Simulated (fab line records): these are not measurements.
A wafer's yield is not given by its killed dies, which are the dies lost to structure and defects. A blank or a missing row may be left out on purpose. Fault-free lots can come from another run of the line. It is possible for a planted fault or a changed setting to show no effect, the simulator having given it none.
fab line records	flow gf180mcu
record: lots: 24	wafers: 72	last-day: 34
route steps=602 shown V4@491 MIM@511 TOP_METAL@572 PASSIVATION@589
lots that met no fault: taken from a fault-free run of the same line
start-h: start of the lot's first displayed wafer, in hours after the record's first day	wait-h: time in hours since the lot's previous step	" same as the row above	L1.1+2: several wafers, shown together as one row	- no value present, or no start provided	* or withheld: withheld	< > ~ a bound
route shown NAME@n: a module of which the file shows steps, and the number in the route of the first	usual: mean/standard deviation of fault-free wafers	same: alike in all rows	chamber/n: place in a boat	sites: each site's reading	_std_site: their standard deviation	_edge_site: mean of outer sites minus mean of inner sites	radius-mm: for every site, how far away it sits from the centre of the wafer	mask NAME#n: copy n	behind: tool/chamber where the wafer was last shaped	hold: cause of the lot's hold/its duration in hours/its outcome	device: which transistor (n, p or np) failed to switch	end of line: the route-end tests of the same wafers	a step given without rows: its recipe and nothing more	killed: count of dies lost to structure and defects at first sort (not the wafer's yield)	map: dies across one wafer; x = killed, . = not, _ = none there
set.NAME: setting as actually run; set.NAME@STEP: the setting as run at that earlier step	model.NAME: the simulator's own value behind a step, which no gauge read
steps of the route over a sample of lots; a table a step, a row a wafer
services: when a tool's chamber went out of use (start-h, in hours from the record's first day, below 0 if earlier), for how many hours, and the reason
== steps ==
step: GF_V4_OVL_MEAS_15
usual: V4_OVL: 3/4.5
lot.wafer	tool	chamber	start-h	wait-h	V4_OVL[nm]
L074.4	overlay-02	-	563.30	0.1	7
L074.5	"	-	"	"	6
L074.6	"	-	"	"	16
L075.3	overlay-02	-	567.83	0.1	-1
L075.4	"	-	"	"	-2
L075.5	"	-	"	"	1
L076.1	overlay-02	-	590.43	0.1	-4
L076.2	"	-	"	"	-6
L076.6	"	-	"	"	-2
L077.1	overlay-01	-	604.33	0.1	0
L077.4	"	-	"	"	7
L077.6	"	-	"	"	2
L078.1	overlay-01	-	606.29	0.1	12
L078.2	"	-	"	"	9
L078.6	"	-	"	"	10
L079.2	overlay-02	-	609.83	0.1	0
L079.4	"	-	"	"	2
L079.5	"	-	"	"	-1
L080.1	overlay-01	-	610.67	0.1	2
L080.2	"	-	"	"	1
L080.3	"	-	"	"	2
L081.2	overlay-02	-	629.68	0.1	-4
L081.3	"	-	"	"	-4
L081.4	"	-	"	"	5
L082.4	overlay-01	-	634.99	0.1	3
L082.5	"	-	"	"	5
L082.6	"	-	"	"	10
L083.1	overlay-02	-	649.48	0.1	1
L083.3	"	-	"	"	5
L083.4	"	-	"	"	4
L084.3	overlay-01	-	651.33	0.1	3
L084.4	"	-	"	"	-1
L084.5	"	-	"	"	5
L085.1	overlay-02	-	651.97	0.1	6
L085.2	"	-	"	"	8
L085.6	"	-	"	"	6
L086.1	overlay-02	-	654.88	0.1	3
L086.3	"	-	"	"	2
L086.4	"	-	"	"	2
L087.3	overlay-01	-	670.78	0.1	8
L087.4	"	-	"	"	5
L087.5	"	-	"	"	4
L088.1	overlay-01	-	675.22	0.1	1
L088.3	"	-	"	"	3
L088.6	"	-	"	"	0
L089.1	overlay-01	-	677.93	0.1	4
L089.2	"	-	"	"	-3
L089.5	"	-	"	"	-2
L090.3	overlay-02	-	691.99	0.1	6
L090.5	"	-	"	"	6
L090.6	"	-	"	"	5
L092.1	overlay-01	-	706.83	0.1	8
L092.5	"	-	"	"	12
L092.6	"	-	"	"	6
L091.2	overlay-02	-	711.53	0.1	5
L091.4	"	-	"	"	1
L091.6	"	-	"	"	4
L093.1	overlay-02	-	712.73	0.1	0
L093.2	"	-	"	"	-1
L093.3	"	-	"	"	5
L094.2	overlay-02	-	715.48	0.1	-8
L094.4	"	-	"	"	3
L094.5	"	-	"	"	1
L095.2	overlay-01	-	718.33	0.1	2
L095.4	"	-	"	"	-4
L095.5	"	-	"	"	-1
L096.1	overlay-01	-	718.88	0.1	7
L096.5	"	-	"	"	-2
L096.6	"	-	"	"	4
L097.1	overlay-01	-	735.12	0.1	2
L097.2	"	-	"	"	-4
L097.4	"	-	"	"	-4
step: GF_V4_RS_MEAS_24
recipe: thk-meas-gauge: four-point-probe	reads: W_of_V4_CVD_23+TiN_of_V4_SPUTTER_22+Ti_of_V4_SPUTTER_21
usual: V4_W_RS: 0.326/0.0033
lot.wafer	tool	chamber	start-h	wait-h	V4_W_RS[ohm/sq]
L074.4	film-metro-03	-	564.68	0.1	0.324
L074.5	"	-	"	"	0.322
L074.6	"	-	"	"	0.325
L075.3	film-metro-04	-	568.77	0.1	0.327
L075.4	"	-	"	"	0.325
L075.5	"	-	"	"	0.323
L076.1	film-metro-03	-	591.34	0.1	0.327
L076.2	"	-	"	"	0.326
L076.6	"	-	"	"	0.327
L077.1	film-metro-01	-	605.25	0.1	0.322
L077.4	"	-	"	"	0.325
L077.6	"	-	"	"	0.322
L078.1	film-metro-01	-	607.21	0.1	0.326
L078.2	"	-	"	"	0.328
L078.6	"	-	"	"	0.326
L079.2	film-metro-04	-	610.76	0.1	0.335
L079.4	"	-	"	"	0.332
L079.5	"	-	"	"	0.331
L080.1	film-metro-03	-	611.59	0.1	0.321
L080.2	"	-	"	"	0.328
L080.3	"	-	"	"	0.323
L081.2	film-metro-03	-	630.65	0.1	0.330
L081.3	"	-	"	"	0.326
L081.4	"	-	"	"	0.324
L082.4	film-metro-04	-	635.95	0.1	0.331
L082.5	"	-	"	"	0.329
L082.6	"	-	"	"	0.326
L083.1	film-metro-01	-	650.39	0.1	0.328
L083.3	"	-	"	"	0.326
L083.4	"	-	"	"	0.328
L084.3	film-metro-01	-	652.30	0.1	0.322
L084.4	"	-	"	"	0.321
L084.5	"	-	"	"	0.320
L085.1	film-metro-01	-	652.94	0.1	0.326
L085.2	"	-	"	"	0.326
L085.6	"	-	"	"	0.324
L086.1	film-metro-03	-	655.79	0.1	0.327
L086.3	"	-	"	"	0.324
L086.4	"	-	"	"	0.324
L087.3	film-metro-01	-	671.75	0.1	0.326
L087.4	"	-	"	"	0.324
L087.5	"	-	"	"	0.328
L088.1	film-metro-04	-	676.13	0.1	0.326
L088.3	"	-	"	"	0.325
L088.6	"	-	"	"	0.328
L089.1	film-metro-01	-	678.92	0.1	0.335
L089.2	"	-	"	"	0.331
L089.5	"	-	"	"	0.337
L090.3	film-metro-04	-	692.97	0.1	0.329
L090.5	"	-	"	"	0.331
L090.6	"	-	"	"	0.327
L092.1	film-metro-03	-	707.74	0.1	0.321
L092.5	"	-	"	"	0.320
L092.6	"	-	"	"	0.319
L091.2	film-metro-03	-	712.46	0.1	0.326
L091.4	"	-	"	"	0.327
L091.6	"	-	"	"	0.325
L093.1	film-metro-03	-	713.64	0.1	0.328
L093.2	"	-	"	"	0.328
L093.3	"	-	"	"	0.325
L094.2	film-metro-04	-	716.41	0.1	0.327
L094.4	"	-	"	"	0.326
L094.5	"	-	"	"	0.327
L095.2	film-metro-01	-	719.30	0.1	0.325
L095.4	"	-	"	"	0.323
L095.5	"	-	"	"	0.323
L096.1	film-metro-01	-	719.82	0.1	0.326
L096.5	"	-	"	"	0.327
L096.6	"	-	"	"	0.325
L097.1	film-metro-04	-	736.04	0.1	0.323
L097.2	"	-	"	"	0.326
L097.4	"	-	"	"	0.329
step: GF_MIM_SPUTTER_08
recipe: material: AlCu	target-thk-nm: 200	power-w: 10600	time-s: 10.6	chamber-pressure-pa: 0.4
usual: chamber-pressure-pa: 0.4000/0.0008	throttle-valve-pct: 29.9/1.2
lot.wafer	tool	chamber	start-h	wait-h	chamber-pressure-pa	throttle-valve-pct
L074.4	pvd-sputter-02	-	565.46	0.0	0.4000	30.9
L074.5	"	-	"	"	0.4003	30.9
L074.6	"	-	"	"	0.4000	30.0
L075.3	pvd-sputter-03	-	569.57	0.0	0.3994	28.3
L075.4	"	-	"	"	0.3994	28.7
L075.5	"	-	"	"	0.4001	28.3
L076.1	pvd-sputter-03	-	592.18	0.0	0.3992	28.9
L076.2	"	-	"	"	0.3997	28.4
L076.6	"	-	"	"	0.4001	31.5
L077.1	pvd-sputter-03	-	606.09	0.0	0.3993	30.6
L077.4	"	-	"	"	0.4002	28.5
L077.6	"	-	"	"	0.4006	28.3
L078.1	pvd-sputter-02	-	608.04	0.0	0.4002	30.3
L078.2	"	-	"	"	0.4006	32.2
L078.6	"	-	"	"	0.4004	32.1
L079.2	pvd-sputter-01	-	611.58	0.0	0.3992	28.7
L079.4	"	-	"	"	0.3995	29.0
L079.5	"	-	"	"	0.3987	30.8
L080.1	pvd-sputter-01	-	612.52	0.0	0.3998	29.3
L080.2	"	-	"	"	0.4000	29.2
L080.3	"	-	"	"	0.4013	30.9
L081.2	pvd-sputter-03	-	631.51	0.0	0.3999	30.7
L081.3	"	-	"	"	0.4015	31.3
L081.4	"	-	"	"	0.3995	28.7
L082.4	pvd-sputter-02	-	636.73	0.0	0.4007	32.1
L082.5	"	-	"	"	0.3997	28.6
L082.6	"	-	"	"	0.3996	32.5
L083.1	pvd-sputter-01	-	651.24	0.0	0.3999	28.6
L083.3	"	-	"	"	0.4001	29.2
L083.4	"	-	"	"	0.4004	30.9
L084.3	pvd-sputter-02	-	653.10	0.0	0.3990	29.1
L084.4	"	-	"	"	0.4005	31.2
L084.5	"	-	"	"	0.3980	29.7
L085.1	pvd-sputter-03	-	653.78	0.0	0.4003	28.4
L085.2	"	-	"	"	0.3986	31.1
L085.6	"	-	"	"	0.3999	31.1
L086.1	pvd-sputter-02	-	656.63	0.0	0.3995	29.1
L086.3	"	-	"	"	0.3998	30.7
L086.4	"	-	"	"	0.3998	31.2
L087.3	pvd-sputter-03	-	672.57	0.0	0.4020	28.6
L087.4	"	-	"	"	0.4017	30.4
L087.5	"	-	"	"	0.3997	28.2
L088.1	pvd-sputter-02	-	676.97	0.0	0.3991	30.1
L088.3	"	-	"	"	0.4004	29.0
L088.6	"	-	"	"	0.4000	30.9
L089.1	pvd-sputter-03	-	679.76	0.0	0.3996	30.5
L089.2	"	-	"	"	0.4000	28.5
L089.5	"	-	"	"	0.3992	28.2
L090.3	pvd-sputter-03	-	693.76	0.0	0.3991	31.2
L090.5	"	-	"	"	0.3993	30.5
L090.6	"	-	"	"	0.4009	28.2
L092.1	pvd-sputter-03	-	708.59	0.0	0.3997	28.3
L092.5	"	-	"	"	0.4008	29.0
L092.6	"	-	"	"	0.3992	30.9
L091.2	pvd-sputter-02	-	713.29	0.0	0.3991	32.3
L091.4	"	-	"	"	0.4003	31.1
L091.6	"	-	"	"	0.3987	32.2
L093.1	pvd-sputter-02	-	714.48	0.0	0.4010	28.7
L093.2	"	-	"	"	0.3990	32.3
L093.3	"	-	"	"	0.4002	30.9
L094.2	pvd-sputter-03	-	717.23	0.0	0.3991	31.2
L094.4	"	-	"	"	0.4013	30.3
L094.5	"	-	"	"	0.4002	30.7
L095.2	pvd-sputter-01	-	720.13	0.0	0.3996	28.5
L095.4	"	-	"	"	0.4014	28.6
L095.5	"	-	"	"	0.3992	29.1
L096.1	pvd-sputter-03	-	720.66	0.0	0.4006	30.3
L096.5	"	-	"	"	0.4003	28.2
L096.6	"	-	"	"	0.4004	28.7
L097.1	pvd-sputter-03	-	736.87	0.0	0.4013	31.0
L097.2	"	-	"	"	0.3993	30.5
L097.4	"	-	"	"	0.3991	28.5
step: GF_TOP_METAL_RS_MEAS_05
recipe: thk-meas-gauge: four-point-probe	reads: TiN_of_TOP_METAL_SPUTTER_04+Ti_of_TOP_METAL_SPUTTER_03+AlCu_of_TOP_METAL_SPUTTER_02+TiN_of_TOP_METAL_SPUTTER_01+Ti_of_TOP_METAL_SPUTTER_00
usual: TOP_METAL_ALCU_RS: 0.0328/0.00031
lot.wafer	tool	chamber	start-h	wait-h	TOP_METAL_ALCU_RS[ohm/sq]
L074.4	film-metro-01	-	632.79	0.1	0.0325
L074.5	"	-	"	"	0.0326
L074.6	"	-	"	"	0.0327
L075.3	film-metro-02	-	636.00	0.1	0.0329
L075.4	"	-	"	"	0.0332
L075.5	"	-	"	"	0.0329
L076.1	film-metro-01	-	656.84	0.0	0.0318
L076.2	"	-	"	"	0.0322
L076.6	"	-	"	"	0.0323
L077.1	film-metro-02	-	669.71	0.0	0.0326
L077.4	"	-	"	"	0.0326
L077.6	"	-	"	"	0.0330
L078.1	film-metro-02	-	672.36	0.0	0.0327
L078.2	"	-	"	"	0.0327
L078.6	"	-	"	"	0.0326
L079.2	film-metro-02	-	675.27	0.0	0.0327
L079.4	"	-	"	"	0.0328
L079.5	"	-	"	"	0.0325
L080.1	film-metro-03	-	675.60	0.0	0.0329
L080.2	"	-	"	"	0.0326
L080.3	"	-	"	"	0.0327
L081.2	film-metro-03	-	694.55	0.0	0.0336
L081.3	"	-	"	"	0.0338
L081.4	"	-	"	"	0.0335
L082.4	film-metro-02	-	699.22	0.1	0.0325
L082.5	"	-	"	"	0.0329
L082.6	"	-	"	"	0.0327
L083.1	film-metro-03	-	711.87	0.0	0.0324
L083.3	"	-	"	"	0.0326
L083.4	"	-	"	"	0.0326
L084.3	film-metro-03	-	714.00	0.1	0.0326
L084.4	"	-	"	"	0.0330
L084.5	"	-	"	"	0.0327
L085.1	film-metro-03	-	714.93	0.0	0.0327
L085.2	"	-	"	"	0.0326
L085.6	"	-	"	"	0.0324
L086.1	film-metro-02	-	718.20	0.0	0.0329
L086.3	"	-	"	"	0.0330
L086.4	"	-	"	"	0.0330
L087.3	film-metro-01	-	731.43	0.1	0.0331
L087.4	"	-	"	"	0.0330
L087.5	"	-	"	"	0.0330
L088.1	film-metro-03	-	735.88	0.0	0.0325
L088.3	"	-	"	"	0.0329
L088.6	"	-	"	"	0.0328
L089.1	film-metro-03	-	738.35	0.0	0.0325
L089.2	"	-	"	"	0.0325
L089.5	"	-	"	"	0.0327
L090.3	film-metro-01	-	751.55	0.1	0.0328
L090.5	"	-	"	"	0.0330
L090.6	"	-	"	"	0.0327
L092.1	film-metro-01	-	762.90	0.0	0.0329
L092.5	"	-	"	"	0.0328
L092.6	"	-	"	"	0.0331
L091.2	film-metro-02	-	768.90	0.0	0.0328
L091.4	"	-	"	"	0.0334
L091.6	"	-	"	"	0.0332
L093.1	film-metro-02	-	769.44	0.0	0.0325
L093.2	"	-	"	"	0.0330
L093.3	"	-	"	"	0.0328
L094.2	film-metro-02	-	772.31	0.0	0.0329
L094.4	"	-	"	"	0.0326
L094.5	"	-	"	"	0.0334
L095.2	film-metro-02	-	775.38	0.0	0.0326
L095.4	"	-	"	"	0.0328
L095.5	"	-	"	"	0.0326
L096.1	film-metro-02	-	779.81	0.0	0.0331
L096.5	"	-	"	"	0.0331
L096.6	"	-	"	"	0.0330
L097.1	film-metro-01	-	789.02	0.0	0.0333
L097.2	"	-	"	"	0.0330
L097.4	"	-	"	"	0.0331
step: GF_PASSIVATION_CVD_02
recipe: material: Si3N4	target-thk-nm: 700	time-s: 486.18	temp-c: 400	rf-w: 450
usual: heater-power-outer-w: 405/75	heater-power-w: 732/95
lot.wafer	tool	chamber	start-h	wait-h	heater-power-outer-w	heater-power-w	since-wet-clean-h
L074.4	pecvd-02	1	653.31	0.2	319	662	-
L074.5	"	2	"	"	506	899	-
L074.6	"	0	"	"	319	643	-
L075.3	pecvd-02	0	656.74	0.0	314	640	52
L075.4	"	2	"	"	367	721	-
L075.5	"	1	"	"	314	674	-
L076.1	pecvd-03	0	677.33	0.1	404	702	295
L076.2	"	2	"	"	518	837	295
L076.6	"	1	"	"	465	706	-
L077.1	pecvd-01	2	690.28	0.1	317	626	516
L077.4	"	2	"	"	344	656	-
L077.6	"	2	"	"	365	672	-
L078.1	pecvd-02	1	692.18	0.1	399	760	87
L078.2	"	0	"	"	292	585	87
L078.6	"	2	"	"	496	886	-
L080.1	pecvd-01	0	695.29	0.1	419	687	521
L080.2	"	2	"	"	356	667	521
L080.3	"	1	"	"	493	846	521
L079.2	pecvd-02	2	695.37	0.0	497	866	90
L079.4	"	2	"	"	371	740	-
L079.5	"	1	"	"	322	634	-
L081.2	pecvd-01	0	714.68	0.0	446	712	540
L081.3	"	0	"	"	453	752	-
L081.4	"	1	"	"	450	805	-
L082.4	pecvd-02	1	719.62	0.2	414	797	-
L082.5	"	2	"	"	457	856	-
L082.6	"	0	"	"	329	671	-
L083.1	pecvd-02	1	730.88	0.1	393	743	126
L083.3	"	0	"	"	350	684	126
L083.4	"	1	"	"	411	791	-
L084.3	pecvd-01	1	733.01	0.0	464	800	558
L084.4	"	1	"	"	507	883	-
L084.5	"	2	"	"	313	625	-
L085.1	pecvd-02	2	733.24	0.1	403	765	128
L085.2	"	0	"	"	284	592	128
L085.6	"	2	"	"	448	828	-
L086.1	pecvd-01	0	736.87	0.1	439	732	562
L086.3	"	1	"	"	457	813	562
L086.4	"	2	"	"	270	545	-
L087.3	pecvd-02	2	749.53	0.0	480	905	144
L087.4	"	1	"	"	380	715	-
L087.5	"	2	"	"	377	729	-
L088.1	pecvd-02	1	754.66	0.1	401	768	150
L088.3	"	0	"	"	336	655	150
L088.6	"	0	"	"	348	665	-
L089.1	pecvd-01	1	756.93	0.1	447	808	582
L089.2	"	0	"	"	391	665	582
L089.5	"	2	"	"	323	627	-
L090.3	pecvd-03	1	768.56	0.0	514	759	386
L090.5	"	0	"	"	441	750	-
L090.6	"	1	"	"	529	787	-
L092.1	pecvd-02	0	780.00	0.1	309	624	175
L092.5	"	1	"	"	326	655	-
L092.6	"	0	"	"	323	660	-
L091.2	pecvd-02	1	784.76	0.0	441	799	180
L091.4	"	1	"	"	315	660	-
L091.6	"	2	"	"	373	717	-
L093.1	pecvd-01	1	785.50	0.1	493	858	611
L093.2	"	2	"	"	319	608	611
L093.3	"	0	"	"	359	591	611
L094.2	pecvd-02	0	789.09	0.0	352	680	184
L094.4	"	0	"	"	255	554	-
L094.5	"	1	"	"	411	767	-
L095.2	pecvd-03	2	792.19	0.0	436	719	409
L095.4	"	1	"	"	484	717	-
L095.5	"	2	"	"	502	820	-
L096.1	pecvd-01	0	796.35	0.1	412	686	622
L096.5	"	2	"	"	327	641	-
L096.6	"	1	"	"	527	901	-
L097.1	pecvd-03	0	805.25	0.1	363	672	422
L097.2	"	2	"	"	470	764	422
L097.4	"	0	"	"	408	736	-
step: GF_PASSIVATION_THK_MEAS_03
recipe: reads: Si3N4_of_PASSIVATION_CVD_02
usual: PASSIVATION_CVD_02_THK: 700/8.4
lot.wafer	tool	chamber	start-h	wait-h	PASSIVATION_CVD_02_THK[nm]
L074.4	film-metro-04	-	653.48	0.0	692
L074.5	"	-	"	"	697
L074.6	"	-	"	"	694
L075.3	film-metro-03	-	657.05	0.2	678
L075.4	"	-	"	"	698
L075.5	"	-	"	"	695
L076.1	film-metro-04	-	677.61	0.1	685
L076.2	"	-	"	"	706
L076.6	"	-	"	"	696
L077.1	film-metro-01	-	690.71	0.3	693
L077.4	"	-	"	"	709
L077.6	"	-	"	"	709
L078.1	film-metro-01	-	692.46	0.1	698
L078.2	"	-	"	"	691
L078.6	"	-	"	"	705
L080.1	film-metro-04	-	695.58	0.1	699
L080.2	"	-	"	"	695
L080.3	"	-	"	"	693
L079.2	film-metro-01	-	695.66	0.2	691
L079.4	"	-	"	"	696
L079.5	"	-	"	"	703
L081.2	film-metro-01	-	715.12	0.3	702
L081.3	"	-	"	"	703
L081.4	"	-	"	"	710
L082.4	film-metro-04	-	719.79	0.0	712
L082.5	"	-	"	"	706
L082.6	"	-	"	"	715
L083.1	film-metro-04	-	731.16	0.1	696
L083.3	"	-	"	"	702
L083.4	"	-	"	"	712
L084.3	film-metro-03	-	733.32	0.2	691
L084.4	"	-	"	"	698
L084.5	"	-	"	"	691
L085.1	film-metro-01	-	733.53	0.1	684
L085.2	"	-	"	"	695
L085.6	"	-	"	"	708
L086.1	film-metro-04	-	737.20	0.2	707
L086.3	"	-	"	"	700
L086.4	"	-	"	"	717
L087.3	film-metro-04	-	749.83	0.2	700
L087.4	"	-	"	"	711
L087.5	"	-	"	"	715
L088.1	film-metro-01	-	754.94	0.1	699
L088.3	"	-	"	"	693
L088.6	"	-	"	"	706
L089.1	film-metro-03	-	757.21	0.1	703
L089.2	"	-	"	"	700
L089.5	"	-	"	"	701
L090.3	film-metro-03	-	768.87	0.2	693
L090.5	"	-	"	"	708
L090.6	"	-	"	"	703
L092.1	film-metro-01	-	780.29	0.1	691
L092.5	"	-	"	"	705
L092.6	"	-	"	"	699
L091.2	film-metro-04	-	785.05	0.2	690
L091.4	"	-	"	"	702
L091.6	"	-	"	"	700
L093.1	film-metro-04	-	785.78	0.1	689
L093.2	"	-	"	"	688
L093.3	"	-	"	"	688
L094.2	film-metro-01	-	789.39	0.2	692
L094.4	"	-	"	"	711
L094.5	"	-	"	"	710
L095.2	film-metro-01	-	792.63	0.3	695
L095.4	"	-	"	"	704
L095.5	"	-	"	"	705
L096.1	film-metro-01	-	796.64	0.1	703
L096.5	"	-	"	"	704
L096.6	"	-	"	"	706
L097.1	film-metro-04	-	805.53	0.1	704
L097.2	"	-	"	"	692
L097.4	"	-	"	"	706
== services ==
tool	chamber	start-h	hours	kind
pvd-sputter-03	2	564.27	-	consumable-replace:kit
pvd-sputter-03	2	564.27	18.0	scheduled-down
pvd-sputter-03	2	564.27	18.0	vent-cycle
pecvd-01	0	576.54	4.1	repair
pecvd-03	-	582.74	2.7	repair
pecvd-02	-	591.12	14.0	pm
pecvd-02	0	591.12	14.0	vent-cycle
pecvd-02	1	591.12	14.0	vent-cycle
pecvd-02	2	591.12	14.0	vent-cycle
pecvd-02	0	605.12	-	clean
pecvd-02	1	605.12	-	clean
pecvd-02	2	605.12	-	clean
pecvd-03	2	619.94	4.1	repair
pecvd-01	0	685.89	5.7	repair
pecvd-02	-	686.55	0.9	repair
pvd-sputter-01	-	694.41	2.4	repair
pecvd-01	2	703.30	22.7	repair
pecvd-03	-	738.71	5.5	pm
pecvd-01	-	749.25	5.5	pm
pvd-sputter-03	-	765.30	3.1	repair
pvd-sputter-02	-	766.99	3.7	repair
pecvd-03	0	785.85	9.8	repair
pecvd-03	-	787.18	1.0	repair
pecvd-02	-	789.38	6.0	pm
== key ==
fault none
